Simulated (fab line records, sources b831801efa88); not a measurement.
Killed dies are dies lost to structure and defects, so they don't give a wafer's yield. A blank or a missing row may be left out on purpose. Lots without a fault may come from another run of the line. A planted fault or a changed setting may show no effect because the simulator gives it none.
A struck lot beside a sound one | flow gf180mcu | 14 steps out of a route of 602
Sound: wafers L547.2, L547.3, L547.6. Struck: wafers L554.2, L554.5, L554.6. The cause comes at the end.
At each step with rows: each side's tool, then ch and its chambers, then its first start. Under that, the readings that differ: sound wafers | struck wafers | difference of the means | sigmas: that difference in standard deviations of wafers without a fault.
alike: readings whose means differ by less than 2 such deviations, and words and numbers that are the same on both sides. not compared: withheld readings, readings that some wafer has no value for, bounds like >300 that may hide the same value, and numbers for which the record gives no deviation and whose values overlap.
The two part at a step that has a row with sigmas, a row that says differs or no value, or rows on one side only. Numbers that don't overlap but have no deviation are shown without sigmas and don't part them. A reading that every wafer of one side lacks parts them only if that side has two wafers or more.

first, 3 steps without rows for these wafers: GF_MIM_EXPOSE_16 (exposes mask FuseTop, target cd 2000 nm); GF_MIM_PEB_17; GF_MIM_DEVELOP_18 (develop time 60 s).
GF_MIM_METAL_ETCH_19: etches the open film in Cl2/BCl3, stops on Si3N4, target depth 324.5 nm, time 54.1 s.
  sound on rie_metal-01 ch 0,1, day 26 05:38; struck on rie_metal-01 ch 0,1, day 27 02:59
  alike: bcl3_flow_sccm, drypump_motor_current_A, oes_product_au, throttle_valve_pct
  not compared: rf_hours_counter_h
GF_MIM_STRIP_20: strips in O2/N2.
  sound on plasma_asher-03 ch 0,1, day 26 05:43; struck on plasma_asher-02 ch 0,1, day 27 03:03
  alike: drypump_motor_current_A, heater_power_w, oes_product_au, strip_time_to_endpoint_s
  not compared: rf_hours_counter_h
then, 7 steps without rows for these wafers: GF_MIM_STRIP_21 (strips in post etch residue remover, time 1200 s); GF_MIM_CLEAN_22 (cleans in DIW); GF_M5_DEHYDRATE_00 (time 60 s); GF_M5_HMDS_01 (prime time 60 s); GF_M5_COAT_02 (resist thk 1000 nm); GF_M5_SOFTBAKE_03 (time 60 s); GF_M5_EXPOSE_04 (exposes mask Metal5, target cd 280 nm).
GF_M5_PEB_05: peb time 90 s.
  sound on litho_track-01 ch 0, day 27 04:10; struck on litho_track-01, day 28 00:31
  no value came back on the struck wafers for chill_plate_temp_C (C), exhaust_pa (Pa); on the sound wafers chill_plate_temp_C (C) reads 23.12 23.00 22.88
then, 1 step without rows for these wafers: GF_M5_DEVELOP_06 (develop time 60 s).

WHERE THEY PART
Only at GF_M5_PEB_05, within this record.

WHY: what the simulator had put in
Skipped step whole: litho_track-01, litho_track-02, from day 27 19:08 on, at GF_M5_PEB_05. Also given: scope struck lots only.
